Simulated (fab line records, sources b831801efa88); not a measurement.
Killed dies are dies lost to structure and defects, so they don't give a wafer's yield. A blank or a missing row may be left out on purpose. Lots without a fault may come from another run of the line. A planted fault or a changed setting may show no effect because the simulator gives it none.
Chamber matching | flow sky130 | SKY_POLY_GATE_ETCH_16 on rie_diel-02: 4 sister chambers
The step etches Si3N4 in CH3F/O2, stops on poly-Si, time 147.5 s, target depth 75 nm. 18 wafers are shown with their chamber, then 9 later ones without.

WAFERS WITH THEIR CHAMBER
wafer  | chamber | oes_product_au (a.u.) | throttle_valve_pct (%)
L074.1 | 0       | 0.630                 | 10.524
L074.4 | 1       | 0.641                 | 10.520
L074.5 | 3       | 0.648                 | 10.546
L076.2 | 3       | 0.643                 | 10.534
L076.4 | 2       | 0.642                 | 10.540
L076.6 | 0       | 0.645                 | 10.523
L079.1 | 0       | 0.638                 | 10.542
L079.3 | 3       | 0.633                 | 10.536
L079.6 | 2       | 0.642                 | 10.540
L081.2 | 3       | 0.639                 | 10.538
L081.3 | 0       | 0.637                 | 10.536
L081.6 | 0       | 0.642                 | 10.537
L083.1 | 2       | 0.643                 | 10.528
L083.3 | 1       | 0.629                 | 10.546
L083.6 | 1       | 0.646                 | 10.528
L085.1 | 0       | 0.635                 | 10.529
L085.5 | 0       | 0.634                 | 10.540
L085.6 | 3       | 0.636                 | 10.533

SIGNATURES (means of the wafers above)
reading            | chamber 0 | chamber 1 | chamber 2 | chamber 3 | scatter within a chamber
oes_product_au     | 0.63729   | 0.63867   | 0.64233   | 0.63980   | 0.00563
throttle_valve_pct | 10.53300  | 10.53133  | 10.53600  | 10.53740  | 0.00806
Rule: a wafer's distance from a chamber is the root of the sum, over the readings, of the square of ((its reading less the chamber's mean) divided by the reading's scatter). The wafer belongs to the nearest chamber; if the next one is less than 2 further off, it can't be placed. The scatter: the root of (the sum of the squares of (reading less its chamber's mean) over the shown wafers, divided by (wafers less chambers)).

WAFERS WITHOUT THEIR CHAMBER
wafer  | oes_product_au (a.u.) | throttle_valve_pct (%)
L089.1 | 0.642                 | 10.537
L089.3 | 0.642                 | 10.543
L089.6 | 0.643                 | 10.542
L094.2 | 0.637                 | 10.534
L094.3 | 0.644                 | 10.519
L094.4 | 0.640                 | 10.528
L095.1 | 0.627                 | 10.530
L095.3 | 0.639                 | 10.524
L095.5 | 0.637                 | 10.534

WHICH CHAMBER EACH WENT THROUGH
wafer  | from the rows above               | in truth
L089.1 | can't be placed: 2 or 3 or 1 or 0 | 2
L089.3 | can't be placed: 3 or 2 or 0 or 1 | 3
L089.6 | can't be placed: 2 or 3 or 0 or 1 | 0
L094.2 | can't be placed: 0 or 1 or 3 or 2 | 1
L094.3 | can't be placed: 1 or 0 or 2 or 3 | 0
L094.4 | can't be placed: 1 or 0 or 2 or 3 | 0
L095.1 | can't be placed: 0 or 1 or 3 or 2 | 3
L095.3 | can't be placed: 1 or 0 or 2 or 3 | 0
L095.5 | can't be placed: 0 or 1 or 3 or 2 | 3
Placed correctly: 0 of 9. Can't be placed from these rows: 9 (the true chamber is among the candidates in 9). Placed wrongly: 0.
